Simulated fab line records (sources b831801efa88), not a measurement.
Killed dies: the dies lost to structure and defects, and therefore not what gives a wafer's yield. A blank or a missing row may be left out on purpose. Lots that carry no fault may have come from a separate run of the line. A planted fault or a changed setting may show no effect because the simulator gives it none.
Chamber matching :: flow gf180mcu :: cmp-02 running GF_V1_CMP_26: 4 sister chambers
The step polishes, stops on SiO2, t overpolish 15 s, target thk 0 nm. 14 wafers are shown with their chamber, then 7 later ones without.

## EACH WAFER AND ITS CHAMBER
wafer: L134.2
chamber: 1
motor_current_A (A): 10.5
time_to_endpoint_s (s): 84
overpolish_run_s (s): 14.996

wafer: L134.5
chamber: 0
motor_current_A (A): 10.6
time_to_endpoint_s (s): 91
overpolish_run_s (s): 14.996

wafer: L134.6
chamber: 1
motor_current_A (A): 11.1
time_to_endpoint_s (s): 88
overpolish_run_s (s): 15.004

wafer: L135.1
chamber: 0
motor_current_A (A): 11.6
time_to_endpoint_s (s): 99
overpolish_run_s (s): 14.999

wafer: L135.2
chamber: 2
motor_current_A (A): 9.6
time_to_endpoint_s (s): 88
overpolish_run_s (s): 15.003

wafer: L135.6
chamber: 1
motor_current_A (A): 11.2
time_to_endpoint_s (s): 85
overpolish_run_s (s): 14.991

wafer: L140.4
chamber: 1
motor_current_A (A): 10.7
time_to_endpoint_s (s): 88
overpolish_run_s (s): 14.994

wafer: L140.5
chamber: 3
motor_current_A (A): 10.9
time_to_endpoint_s (s): 89
overpolish_run_s (s): 15.004

wafer: L140.6
chamber: 2
motor_current_A (A): 9.4
time_to_endpoint_s (s): 90
overpolish_run_s (s): 15.019

wafer: L144.1
chamber: 1
motor_current_A (A): 10.7
time_to_endpoint_s (s): 89
overpolish_run_s (s): 14.987

wafer: L144.2
chamber: 2
motor_current_A (A): 9.1
time_to_endpoint_s (s): 91
overpolish_run_s (s): 14.987

wafer: L144.4
chamber: 0
motor_current_A (A): 11.6
time_to_endpoint_s (s): 91
overpolish_run_s (s): 15.003

wafer: L150.3
chamber: 2
motor_current_A (A): 8.8
time_to_endpoint_s (s): 85
overpolish_run_s (s): 14.997

wafer: L150.4
chamber: 0
motor_current_A (A): 10.8
time_to_endpoint_s (s): 93
overpolish_run_s (s): 15.017

SIGNATURES, as means of the wafers listed above
reading: motor_current_A
chamber 0: 11.150
chamber 1: 10.840
chamber 2: 9.225
chamber 3: 10.900
scatter within a chamber: 0.394

reading: time_to_endpoint_s
chamber 0: 93.50
chamber 1: 86.80
chamber 2: 88.50
chamber 3: 89.00
scatter within a chamber: 2.88

reading: overpolish_run_s
chamber 0: 15.00375
chamber 1: 14.99440
chamber 2: 15.00150
chamber 3: 15.00400
scatter within a chamber: 0.00979
Rule: for each reading, subtract the chamber's mean from the wafer's reading, divide by that reading's scatter and square the result; add these up over the readings and take the root, which gives the wafer's distance from the chamber. If the next closest chamber is less than 2 further off than the closest, the wafer can't be placed; otherwise it belongs to the closest. The scatter: the root of (the sum of the squares of (reading less its chamber's mean) over the shown wafers, divided by (wafers less chambers)).

## WAFERS MISSING THEIR CHAMBER
wafer: L150.5
motor_current_A (A): 10.5
time_to_endpoint_s (s): 87
overpolish_run_s (s): 15.014

wafer: L153.2
motor_current_A (A): 9.0
time_to_endpoint_s (s): 83
overpolish_run_s (s): 14.986

wafer: L153.4
motor_current_A (A): 11.9
time_to_endpoint_s (s): 92
overpolish_run_s (s): 15.004

wafer: L153.6
motor_current_A (A): 9.6
time_to_endpoint_s (s): 85
overpolish_run_s (s): 15.004

wafer: L154.2
motor_current_A (A): 10.2
time_to_endpoint_s (s): 83
overpolish_run_s (s): 15.009

wafer: L154.3
motor_current_A (A): 11.7
time_to_endpoint_s (s): 85
overpolish_run_s (s): 15.006

wafer: L154.4
motor_current_A (A): 10.9
time_to_endpoint_s (s): 91
overpolish_run_s (s): 15.018

## CHAMBER TAKEN BY EACH
wafer: L150.5
from the rows above: can't be placed: 3 or 1 or 0 or 2
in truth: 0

wafer: L153.2
from the rows above: 2
in truth: 2

wafer: L153.4
from the rows above: can't be placed: 0 or 3 or 1
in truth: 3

wafer: L153.6
from the rows above: can't be placed: 2 or 1
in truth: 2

wafer: L154.2
from the rows above: can't be placed: 1 or 3 or 2 or 0
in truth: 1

wafer: L154.3
from the rows above: can't be placed: 3 or 1 or 0
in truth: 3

wafer: L154.4
from the rows above: can't be placed: 3 or 0 or 1
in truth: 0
Correctly placed: 1 of 7. Unplaceable from these rows: 6, with the true chamber sitting among the candidates in 6. 0 placed wrongly.
